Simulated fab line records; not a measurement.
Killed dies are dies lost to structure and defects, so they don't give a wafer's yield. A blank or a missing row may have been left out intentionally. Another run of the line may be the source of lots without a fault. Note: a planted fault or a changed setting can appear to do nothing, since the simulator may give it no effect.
Matching of chambers / flow sky130 / 4 sister chambers for SKY_VIA3_ETCH_14 on rieDiel-02
The step etches BARC in N2/H2, stops on SiO2, time 45.9 s, target depth 60 nm. 8 wafers are shown with their chamber, then 8 later ones without.

== WAFERS PAIRED WITH THEIR CHAMBERS ==
wafer=L236.2; chamber=3; drypumpMotorCurrentA (A)=5.16; n2FlowSccm (sccm)=100.28
wafer=L239.4; chamber=3; drypumpMotorCurrentA (A)=5.17; n2FlowSccm (sccm)=100.51
wafer=L239.5; chamber=1; drypumpMotorCurrentA (A)=5.95; n2FlowSccm (sccm)=99.83
wafer=L239.6; chamber=2; drypumpMotorCurrentA (A)=5.48; n2FlowSccm (sccm)=100.04
wafer=L243.1; chamber=1; drypumpMotorCurrentA (A)=5.96; n2FlowSccm (sccm)=99.83
wafer=L243.2; chamber=2; drypumpMotorCurrentA (A)=5.48; n2FlowSccm (sccm)=100.11
wafer=L243.6; chamber=0; drypumpMotorCurrentA (A)=5.78; n2FlowSccm (sccm)=100.40
wafer=L245.2; chamber=0; drypumpMotorCurrentA (A)=5.80; n2FlowSccm (sccm)=99.70

== WAFERS WHOSE CHAMBER IS MISSING ==
wafer=L245.4; drypumpMotorCurrentA (A)=5.17; n2FlowSccm (sccm)=100.01
wafer=L245.5; drypumpMotorCurrentA (A)=5.80; n2FlowSccm (sccm)=99.73
wafer=L253.2; drypumpMotorCurrentA (A)=5.83; n2FlowSccm (sccm)=100.32
wafer=L253.4; drypumpMotorCurrentA (A)=5.50; n2FlowSccm (sccm)=100.19
wafer=L253.6; drypumpMotorCurrentA (A)=5.93; n2FlowSccm (sccm)=100.07
wafer=L254.3; drypumpMotorCurrentA (A)=5.45; n2FlowSccm (sccm)=99.89
wafer=L254.4; drypumpMotorCurrentA (A)=5.74; n2FlowSccm (sccm)=100.11
wafer=L254.5; drypumpMotorCurrentA (A)=5.48; n2FlowSccm (sccm)=99.56

== CHAMBER TAKEN BY EACH ==
wafer=L245.4; from the rows above=3; in truth=3
wafer=L245.5; from the rows above=0; in truth=0
wafer=L253.2; from the rows above=0; in truth=0
wafer=L253.4; from the rows above=2; in truth=2
wafer=L253.6; from the rows above=1; in truth=1
wafer=L254.3; from the rows above=2; in truth=2
wafer=L254.4; from the rows above=0; in truth=0
wafer=L254.5; from the rows above=2; in truth=2
Placed correctly: 8 of 8. Can't be placed from these rows: 0. Number placed wrongly: 0.
How it was worked out, from the rows above alone: a wafer's distance from a chamber is the root of the sum, over the readings, of the square of ((its reading less the chamber's mean) divided by the reading's scatter). If the next closest chamber is less than 2 further off than the closest, the wafer can't be placed; otherwise it belongs to the closest. For every chamber, the mean is computed from those of its wafers that are shown. The scatter: take each reading less its chamber's mean, square it, sum over the shown wafers, divide by the number of wafers less the number of chambers, and take the root.
